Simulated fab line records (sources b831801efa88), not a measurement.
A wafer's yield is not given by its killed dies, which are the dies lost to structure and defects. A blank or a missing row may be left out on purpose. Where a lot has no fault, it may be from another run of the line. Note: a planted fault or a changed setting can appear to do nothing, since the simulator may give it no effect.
Which tool was responsible?	flow sfq_line	Sampling: 14 lots, 42 wafers, 4 of 325 route steps

== WHAT THE GAUGES SHOWED, per wafer ==
SFQ_M6_OVL_MEAS_940.
lot	measured	on	M6_OVL (nm)
L279	day 66 02:21	overlay-02	4 6 5
L280	day 66 09:34	overlay-02	2 2 0
L281	day 66 13:10	overlay-02	8 1 7
L282	day 73 02:32	overlay-01	10 5 5
L283	day 75 21:17	overlay-01	-10 -8 -12
L288	day 80 12:17	overlay-01	-4 6 -1
L289	day 80 20:40	overlay-01	-1 -2 -3
L292	day 81 07:28	overlay-01	2 1 -2
L294	day 81 19:28	overlay-01	-2 0 2
L295	day 81 23:04	overlay-01	9 6 4
L296	day 82 00:16	overlay-01	-5 -9 -5
L297	day 82 04:19	overlay-01	-3 -3 -1
L298	day 82 10:19	overlay-01	0 -4 3
L301	day 82 18:43	overlay-02	1 2 -3

== EACH LOT AND THE TOOL THAT RAN IT (in order: tool; ch and the chambers of the sampled wafers; start) ==
lot	SFQ_TRILAYER_A5B_DEP_PECVD_129	SFQ_TRILAYER_I5_STRIP_STRIP_148	SFQ_TRILAYER_C5_ETCH_VIA_ETCH_154
L279	pecvd-01 ch 0,1,2, day 60 23:22	rie_metal-04 ch 0,1, day 61 17:36	rie_diel-03 ch 0,1,2, day 61 23:27
L280	pecvd-02 ch 0,2, day 61 08:52	rie_metal-04 ch 0, day 62 03:12	rie_diel-03 ch 0,2, day 62 07:28
L281	pecvd-02 ch 1,2, day 61 14:50	rie_metal-02 ch 0,1, day 62 05:13	rie_diel-04 ch 0,1, day 62 08:40
L282	pecvd-01 ch 0,2, day 62 17:34	rie_metal-04 ch 0,1, day 71 07:03	rie_diel-01 ch 1,2,3, day 72 17:30
L283	pecvd-03 ch 0,1,2, day 62 19:58	rie_metal-04 ch 0,1, day 71 14:15	rie_diel-01 ch 2,3, day 75 15:12
L288	pecvd-03 ch 1,2, day 68 15:40	rie_metal-04 ch 0,1, day 73 09:33	rie_diel-03 ch 0,1,2, day 77 03:12
L289	pecvd-02 ch 0,1,2, day 68 18:04	rie_metal-01 ch 0,1, day 73 14:09	rie_diel-03 ch 0,1,2, day 77 07:04
L292	pecvd-03 ch 0,1, day 69 07:16	rie_metal-02 ch 0,1, day 74 02:09	rie_diel-01 ch 0,1,2, day 77 15:28
L294	pecvd-02 ch 1,2, day 69 15:09	rie_metal-01 ch 0,1, day 74 08:09	rie_diel-04 ch 0,2,3, day 77 23:52
L295	pecvd-01 ch 0,1, day 69 16:21	rie_metal-04 ch 0,1, day 74 10:33	rie_diel-01 ch 0,1,2, day 78 02:25
L296	pecvd-02 ch 0,1,2, day 69 18:45	rie_metal-02 ch 0,1, day 74 11:45	rie_diel-04 ch 1,2, day 78 02:57
L297	pecvd-02 ch 1,2, day 69 22:28	rie_metal-04 ch 0,1, day 74 15:21	rie_diel-03 ch 2,3, day 78 06:33
L298	pecvd-02 ch 0,1, day 70 16:17	rie_metal-01 ch 0,1, day 74 23:45	rie_diel-01 ch 0,1,2, day 78 12:33
L301	pecvd-01 ch 1,2, day 71 01:53	rie_metal-02 ch 0,1, day 75 11:45	rie_diel-04 ch 0,3, day 78 22:09
- SFQ_TRILAYER_A5B_DEP_PECVD_129: deposits SiO2 from SiH4/N2O, time 133.33 s, target thk 600 nm.
- SFQ_TRILAYER_I5_STRIP_STRIP_148: strips in O2.
- SFQ_TRILAYER_C5_ETCH_VIA_ETCH_154: etches SiO2 in CHF3, stops on Nb, target depth 84 nm.

== AS READ BY THE TOOLS THEMSELVES (means over the sampled wafers that have a number; for cases with no such wafer, the mark the record gives instead) ==
SFQ_TRILAYER_A5B_DEP_PECVD_129.
lot	tool	heater_power_w (W)	throttle_valve_pct (%)
L279	pecvd-01	78	23.6
L280	pecvd-02	88	24.9
L281	pecvd-02	94	24.0
L282	pecvd-01	73	23.3
L283	pecvd-03	107	25.4
L288	pecvd-03	116	25.9
L289	pecvd-02	85	25.3
L292	pecvd-03	116	25.8
L294	pecvd-02	94	25.0
L295	pecvd-01	73	23.8
L296	pecvd-02	88	25.3
L297	pecvd-02	90	24.4
L298	pecvd-02	90	26.1
L301	pecvd-01	75	24.3

SFQ_TRILAYER_I5_STRIP_STRIP_148.
lot	tool	chamber_pressure_mTorr (mTorr)	drypump_motor_current_A (A)	oes_product_au (a.u.)
L279	rie_metal-04	49.99	5.3	1.019
L280	rie_metal-04	50.02	5.0	1.013
L281	rie_metal-02	49.99	5.7	0.989
L282	rie_metal-04	49.94	5.5	1.011
L283	rie_metal-04	50.00	5.5	1.013
L288	rie_metal-04	50.00	5.3	0.991
L289	rie_metal-01	49.97	6.3	0.993
L292	rie_metal-02	49.98	5.7	0.996
L294	rie_metal-01	49.99	6.2	0.997
L295	rie_metal-04	50.01	5.3	0.980
L296	rie_metal-02	50.03	5.7	0.998
L297	rie_metal-04	50.03	5.5	1.005
L298	rie_metal-01	50.01	6.2	1.009
L301	rie_metal-02	49.99	5.7	0.993

SFQ_TRILAYER_C5_ETCH_VIA_ETCH_154.
lot	tool	chamber_pressure_mTorr (mTorr)	drypump_motor_current_A (A)	oes_product_au (a.u.)	rf_fwd_power_W (W)
L279	rie_diel-03	30.014	6.1	0.893	495.3
L280	rie_diel-03	30.007	6.5	0.896	495.5
L281	rie_diel-04	29.989	5.5	0.899	496.9
L282	rie_diel-01	30.034	5.7	0.892	497.0
L283	rie_diel-01	29.990	5.7	0.896	495.9
L288	rie_diel-03	30.017	6.0	0.913	470.6
L289	rie_diel-03	30.013	6.0	0.898	469.3
L292	rie_diel-01	30.012	5.9	0.906	497.0
L294	rie_diel-04	29.999	5.4	0.902	497.3
L295	rie_diel-01	30.023	5.9	0.899	496.6
L296	rie_diel-04	30.005	5.7	0.897	497.1
L297	rie_diel-03	29.996	6.4	0.901	496.4
L298	rie_diel-01	30.018	5.9	0.899	496.8
L301	rie_diel-04	30.005	5.3	0.899	497.6

== THE ANSWER, worked out from the rows above alone ==
Rule: what is usual is taken from the lots themselves. The widest of any qualifying gaps counts: lots, ordered by their means at a reading, are off when they make up no more than a third of the lots, leave a main group of 4 or more, and stand apart from it by 3 or more times the standard deviation of that group's means. If all means in a main group match to the digits the tables above print for the reading, that group is not used. A lot without any number at a reading at which 4 lots or more have one is off too. Where the step has rows for the other lots, those lots are counted as sound. After the gauges, taken in route order, come the tools' own readings; for these a lot's mean is taken, as printed above. At the first step where some lot is off, the reading lying furthest off is the one used; lots without a number count as furthest.
Off: L288, L289, at SFQ_TRILAYER_C5_ETCH_VIA_ETCH_154 (rf_fwd_power_W). Mean 496.6 W and standard deviation 0.68 in the main group.
If a tool, at that step or one of the process steps before it, ran each lot that is off and ran no sound lot following the first of them, it fits. Of those tried, none fits.

== WHAT THE SIMULATOR HAD PUT IN ==
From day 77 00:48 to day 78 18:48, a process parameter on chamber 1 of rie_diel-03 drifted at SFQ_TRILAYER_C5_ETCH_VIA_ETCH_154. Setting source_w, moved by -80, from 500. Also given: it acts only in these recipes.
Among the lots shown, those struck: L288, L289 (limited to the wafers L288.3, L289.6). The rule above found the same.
